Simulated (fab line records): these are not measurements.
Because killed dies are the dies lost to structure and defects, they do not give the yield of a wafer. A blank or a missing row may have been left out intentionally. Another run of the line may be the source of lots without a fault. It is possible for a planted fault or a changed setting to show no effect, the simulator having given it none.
Matching of chambers	flow sky130	hdpcvd-01 running SKY_VIA3_HDPCVD_00: 3 sister chambers
The step deposits SiO2, target thk 1635 nm, time 272.5 s. 18 wafers are shown with their chamber, then 9 later ones without.

## WAFERS, EACH WITH ITS CHAMBER
wafer	chamber	sih4 flow sccm (sccm)
L364.1	0	59.98
L364.2	2	59.95
L364.6	0	59.87
L368.3	1	60.00
L368.4	2	60.01
L368.5	1	59.87
L371.1	2	59.79
L371.3	0	60.18
L371.6	0	60.47
L374.2	0	60.13
L374.4	1	60.06
L374.5	0	60.20
L378.2	1	60.17
L378.3	2	60.13
L378.4	2	59.90
L377.1	2	60.12
L377.2	1	60.14
L377.5	2	60.20

SIGNATURES (means of the wafers above)
reading	chamber 0	chamber 1	chamber 2	scatter within a chamber
sih4 flow sccm	60.1383	60.0480	60.0143	0.163
Rule: for a wafer and a chamber, the distance is found by dividing, reading by reading, the gap between the wafer's reading and the chamber's mean by the reading's scatter, squaring, summing and taking the root. The wafer belongs to the nearest chamber; if the next one is less than 2 further off, it can't be placed. The scatter: take each reading less its chamber's mean, square it, sum over the shown wafers, divide by the number of wafers less the number of chambers, and take the root.

## WAFERS WHOSE CHAMBER IS MISSING
wafer	sih4 flow sccm (sccm)
L381.3	60.02
L381.5	59.87
L381.6	60.06
L382.1	59.88
L382.3	60.25
L382.4	60.09
L383.2	59.86
L383.3	60.09
L383.4	60.11

## WHICH CHAMBER EACH ONE RAN IN
wafer	from the rows above	in truth
L381.3	can't be placed: 2 or 1 or 0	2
L381.5	can't be placed: 2 or 1 or 0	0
L381.6	can't be placed: 1 or 2 or 0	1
L382.1	can't be placed: 2 or 1 or 0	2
L382.3	can't be placed: 0 or 1 or 2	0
L382.4	can't be placed: 1 or 0 or 2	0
L383.2	can't be placed: 2 or 1 or 0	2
L383.3	can't be placed: 1 or 0 or 2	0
L383.4	can't be placed: 0 or 1 or 2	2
Placed correctly: 0 of 9. From these rows, 9 cannot be placed; in 9 the true chamber is one of the candidates. Wrongly placed: 0.
